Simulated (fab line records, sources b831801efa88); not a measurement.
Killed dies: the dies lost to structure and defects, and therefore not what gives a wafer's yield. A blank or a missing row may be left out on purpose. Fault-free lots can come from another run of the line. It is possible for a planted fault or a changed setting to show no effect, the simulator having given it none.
Matching of chambers    flow gf180mcu    GF_POLY_GATE_ETCH_13 on rie si-01: 4 sister chambers
The step etches poly-Si in HBr/Cl2, stops on SiO2, target depth 198.5 nm, time 69.6 s. 4 wafers are shown with their chamber, then 8 later ones without.

## EACH WAFER AND ITS CHAMBER
wafer   chamber  drypump motor current A (A)
L403.2  2        5.3
L417.2  0        5.7
L417.4  1        5.5
L418.1  3        5.4

## WAFERS WITH NO CHAMBER GIVEN
wafer   drypump motor current A (A)
L418.2  5.7
L418.5  5.5
L420.1  5.7
L420.3  5.3
L420.6  5.5
L421.1  5.7
L421.5  5.2
L421.6  5.8

## WHICH CHAMBER EACH ONE RAN IN
wafer   from the rows above  in truth
L418.2  0                    0
L418.5  1                    1
L420.1  0                    0
L420.3  2                    2
L420.6  1                    1
L421.1  0                    0
L421.5  2                    2
L421.6  0                    0
Placed correctly: 8 of 8. Left unplaced by these rows: 0. 0 placed wrongly.
How it was worked out, from the rows above alone: a wafer's distance from a chamber is the root of the sum, over the readings, of the square of ((its reading less the chamber's mean) divided by the reading's scatter). The wafer belongs to the nearest chamber; if the next one is less than 2 further off, it can't be placed. The mean given for a chamber averages the wafers shown for that chamber. The scatter (one wafer shown for each chamber): square how far every hidden wafer sits from the nearest shown wafer, average those squares and take the square root.
